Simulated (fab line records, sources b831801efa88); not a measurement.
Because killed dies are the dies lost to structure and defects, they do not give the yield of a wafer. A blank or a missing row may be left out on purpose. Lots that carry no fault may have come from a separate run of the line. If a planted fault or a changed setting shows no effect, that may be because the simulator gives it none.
fab line records	flow gf180mcu
record: lots: 14	wafers: 42	last-day: 35
route steps=602 shown CONTACT@287
lots that met no fault: taken from a fault-free run of the same line
start-h: hours from the record's opening day to when the first of the lot's shown wafers began	wait-h: hours from the lot's prior step to this one	" the same as in the row above	L1.1+2: several wafers, shown together as one row	- no value, or no start was given	* or withheld: withheld	< > ~ a bound
route shown NAME@n: a module of which the file shows steps, and the number in the route of the first	usual: mean and standard deviation over wafers with no fault	same: alike in all rows	chamber/n: place in a boat	sites: each site's reading	_std_site: standard deviation of those values	_edge_site: the outer-site mean with the inner-site mean subtracted	radius-mm: how far each site lies from the wafer's centre	mask NAME#n: copy n	behind: tool/chamber where the wafer was last shaped	hold: why the lot went on hold/how many hours it stayed there/how the hold came to an end	device: which transistor (n, p or np) failed to switch	end of line: at the end of the route, the tests of the same wafers	for a step that has no rows: nothing shown but its recipe	killed: the dies lost at the first sort to structure and to defects; this is not the yield of the wafer	map: a wafer's dies, marking killed ones x, the rest . and places with no die _
set.NAME: the run value of the setting; set.NAME@STEP: its run value at that earlier step	model.NAME: the simulator's own value behind a step, which no gauge read
a sample of lots followed through the steps of the route, with each step as a table and each wafer as a row
services: the hour from which a tool's chamber was out of use, counted from the record's first day as start-h (under 0 if before that day), plus the number of hours and why
== steps ==
step: GF_CONTACT_CVD_00
recipe: material: SiO2	target-thk-nm: 300	sigma-open-frac: 0.3	temp-c: 400	time-s: 50	sih4-flow-sccm: 60	pressure-mtorr: 6
usual: sih4-flow-sccm: 59.98/0.18	susceptor-temp-C: 399.98/0.22
lot.wafer	tool	chamber	start-h	wait-h	sih4-flow-sccm	susceptor-temp-C
L774.1	hdpcvd-02	0	339.01	0.1	60.08	399.85
L774.2	"	1	"	"	59.81	399.97
L774.3	"	2	"	"	59.95	400.17
L775.3	hdpcvd-01	1	349.52	0.1	60.01	400.01
L775.5	"	2	"	"	59.89	400.04
L775.6	"	0	"	"	59.95	400.05
L776.1	hdpcvd-02	0	358.58	0.1	60.37	400.00
L776.2	"	2	"	"	59.57	400.03
L776.5	"	2	"	"	59.99	399.85
L777.1	hdpcvd-01	2	367.86	0.1	60.13	400.09
L777.3	"	0	"	"	59.94	400.11
L777.6	"	2	"	"	60.12	400.32
L778.1	hdpcvd-01	0	371.07	0.1	60.17	399.96
L778.3	"	1	"	"	60.01	400.07
L778.4	"	0	"	"	59.89	399.82
L779.1	hdpcvd-01	1	398.88	0.1	60.12	400.21
L779.2	"	2	"	"	59.92	400.12
L779.6	"	0	"	"	59.55	399.84
L782.2	hdpcvd-02	1	407.93	0.1	60.32	399.94
L782.3	"	2	"	"	60.00	399.82
L782.6	"	1	"	"	59.96	399.99
L785.1	hdpcvd-02	0	434.55	0.1	59.78	399.86
L785.2	"	1	"	"	59.95	399.58
L785.4	"	1	"	"	60.22	400.03
L786.1	hdpcvd-02	0	445.17	0.2	59.90	400.10
L786.2	"	1	"	"	60.07	399.95
L786.4	"	0	"	"	60.13	400.02
L787.2	hdpcvd-01	2	452.36	0.1	60.11	399.71
L787.3	"	1	"	"	60.07	400.19
L787.4	"	2	"	"	60.06	399.74
L788.1	hdpcvd-02	1	464.41	0.1	60.08	399.70
L788.3	"	0	"	"	30.30	399.93
L788.5	"	0	"	"	30.29	399.63
L789.2	hdpcvd-01	0	470.11	0.1	59.78	399.72
L789.4	"	1	"	"	60.15	399.94
L789.6	"	0	"	"	60.10	399.66
L790.1	hdpcvd-02	0	480.50	0.1	30.14	399.96
L790.2	"	2	"	"	59.64	400.28
L790.6	"	1	"	"	59.83	399.88
L791.1	hdpcvd-01	0	559.58	0.1	59.97	399.91
L791.4	"	1	"	"	60.03	399.71
L791.6	"	0	"	"	60.05	399.87
step: GF_CONTACT_THK_MEAS_01
recipe: reads: SiO2_of_CONTACT_CVD_00
usual: CONTACT_CVD_00_THK: 299.1/2.9
lot.wafer	tool	chamber	start-h	wait-h	CONTACT_CVD_00_THK[nm]
L774.1	film-metro-01	-	339.06	0.0	303.9
L774.2	"	-	"	"	298.2
L774.3	"	-	"	"	295.6
L775.3	film-metro-04	-	349.58	0.0	296.7
L775.5	"	-	"	"	299.1
L775.6	"	-	"	"	294.1
L776.1	film-metro-04	-	358.62	0.0	302.3
L776.2	"	-	"	"	298.4
L776.5	"	-	"	"	299.5
L777.1	film-metro-04	-	367.91	0.0	299.6
L777.3	"	-	"	"	302.7
L777.6	"	-	"	"	301.5
L778.1	film-metro-04	-	371.11	0.0	294.3
L778.3	"	-	"	"	294.2
L778.4	"	-	"	"	294.4
L779.1	film-metro-04	-	398.92	0.0	297.4
L779.2	"	-	"	"	296.1
L779.6	"	-	"	"	295.7
L782.2	film-metro-04	-	407.99	0.0	296.9
L782.3	"	-	"	"	299.3
L782.6	"	-	"	"	300.1
L785.1	film-metro-03	-	434.60	0.0	299.7
L785.2	"	-	"	"	300.8
L785.4	"	-	"	"	295.8
L786.1	film-metro-04	-	445.22	0.0	301.6
L786.2	"	-	"	"	304.6
L786.4	"	-	"	"	305.2
L787.2	film-metro-03	-	452.41	0.0	299.7
L787.3	"	-	"	"	303.7
L787.4	"	-	"	"	299.9
L788.1	film-metro-04	-	464.45	0.0	302.9
L788.3	"	-	"	"	148.4
L788.5	"	-	"	"	151.8
L789.2	film-metro-03	-	470.16	0.0	298.6
L789.4	"	-	"	"	298.8
L789.6	"	-	"	"	298.9
L790.1	film-metro-01	-	480.59	0.1	152.3
L790.2	"	-	"	"	303.4
L790.6	"	-	"	"	303.0
L791.1	film-metro-03	-	559.62	0.0	299.7
L791.4	"	-	"	"	303.5
L791.6	"	-	"	"	299.8
step: GF_CONTACT_ETCH_17
recipe: chemistry: C4F8/O2/Ar	mask-material: KrF	target: SiO2	stop-on: CoSi2	source-w: 1500	bias-w: 1200	pressure-mtorr: 40	c4f8-flow-sccm: withheld	O2_flow_sccm: 6	Ar_flow_sccm: 300	time-s: withheld	target-depth-a: 8600
usual: oes-product-au: 0.814/0.0051
lot.wafer	tool	chamber	start-h	wait-h	oes-product-au
L774.1	rie-diel-03	2	-	-	0.815
L774.2	"	1	"	"	0.811
L774.3	"	0	"	"	0.808
L775.3	rie-diel-01	1	-	-	0.814
L775.5	"	1	"	"	0.819
L775.6	"	3	"	"	0.812
L776.1	rie-diel-02	3	-	-	0.814
L776.2	"	1	"	"	0.818
L776.5	"	2	"	"	0.806
L777.1	rie-diel-01	1	-	-	0.813
L777.3	"	0	"	"	0.813
L777.6	"	0	"	"	0.817
L778.1	rie-diel-02	2	-	-	0.814
L778.3	"	0	"	"	0.811
L778.4	"	3	"	"	0.815
L779.1	rie-diel-02	3	-	-	0.812
L779.2	"	0	"	"	0.811
L779.6	"	0	"	"	0.818
L782.2	rie-diel-02	1	-	-	0.807
L782.3	"	2	"	"	0.823
L782.6	"	2	"	"	0.811
L785.1	rie-diel-02	1	-	-	0.815
L785.2	"	0	"	"	0.809
L785.4	"	3	"	"	0.805
L786.1	rie-diel-01	3	-	-	0.819
L786.2	"	2	"	"	0.814
L786.4	"	1	"	"	0.821
L787.2	rie-diel-01	1	-	-	0.813
L787.3	"	3	"	"	0.815
L787.4	"	2	"	"	0.810
L788.1	rie-diel-01	3	-	-	0.819
L788.3	"	1	"	"	0.736
L788.5	"	0	"	"	0.736
L789.2	rie-diel-03	3	-	-	0.801
L789.4	"	1	"	"	0.807
L789.6	"	2	"	"	0.807
L790.1	rie-diel-03	3	-	-	0.748
L790.2	"	1	"	"	0.823
L790.6	"	3	"	"	0.824
L791.1	rie-diel-02	2	-	-	0.809
L791.4	"	3	"	"	0.814
L791.6	"	0	"	"	0.823
== services ==
tool	chamber	start-h	hours	kind
rie-diel-01	0	328.53	7.4	repair
hdpcvd-01	0	334.94	3.6	repair
rie-diel-02	1	336.18	4.2	repair
rie-diel-01	0	338.39	7.7	repair
rie-diel-03	0	350.52	4.0	repair
rie-diel-01	1	372.78	8.2	repair
rie-diel-03	-	377.19	1.9	repair
rie-diel-01	2	380.63	9.6	repair
rie-diel-03	2	385.20	3.0	repair
rie-diel-01	3	391.76	3.8	repair
rie-diel-01	-	394.62	2.8	repair
rie-diel-01	3	407.67	9.0	repair
rie-diel-03	1	408.06	7.8	repair
rie-diel-02	2	414.29	1.6	repair
rie-diel-02	2	420.49	9.7	repair
rie-diel-02	0	429.67	15.7	repair
rie-diel-03	-	431.52	1.6	repair
rie-diel-03	3	452.66	10.5	repair
hdpcvd-01	-	456.97	2.8	pm
rie-diel-03	3	480.13	5.1	repair
hdpcvd-02	1	492.16	3.7	repair
rie-diel-03	-	519.91	2.8	pm
hdpcvd-01	-	539.30	15.0	pm
rie-diel-01	2	564.04	14.0	repair
== key ==
first-sign: step: GF_CONTACT_CVD_00	reading: sih4-flow-sccm	direction: down	sigmas: 99+	usual: 59.98	struck: 30.24
effect: step: GF_CONTACT_THK_MEAS_01	reading: CONTACT_CVD_00_THK	direction: down	sigmas: 51	usual: 299.1	struck: 150.8
effect: step: GF_CONTACT_ETCH_17	reading: oes-product-au	direction: down	sigmas: 15	usual: 0.814	struck: 0.740
met-at GF_CONTACT_CVD_00
struck-lots L788,L790
struck-wafers L788.3,L788.5,L790.1
tester-left-out L788,L790
onset-between 445.17 464.41
fault: kind: process-parameter-drift	tool: hdpcvd-02	chamber: 0	onset-h: 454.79	steps: GF_CONTACT_CVD_00	channel: sih4-flow-sccm	offset: -30	shape: step	end-h: 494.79	acts-in: these-recipes-only	stated: 60
tester-left-out: of these lots the tester's yield and bins aren't shown, on N5 and GAA mostly nor the transistor test; their killed dies are dies lost to structure and defects alone, not to doping, threshold or leakage, so they don't give the yield
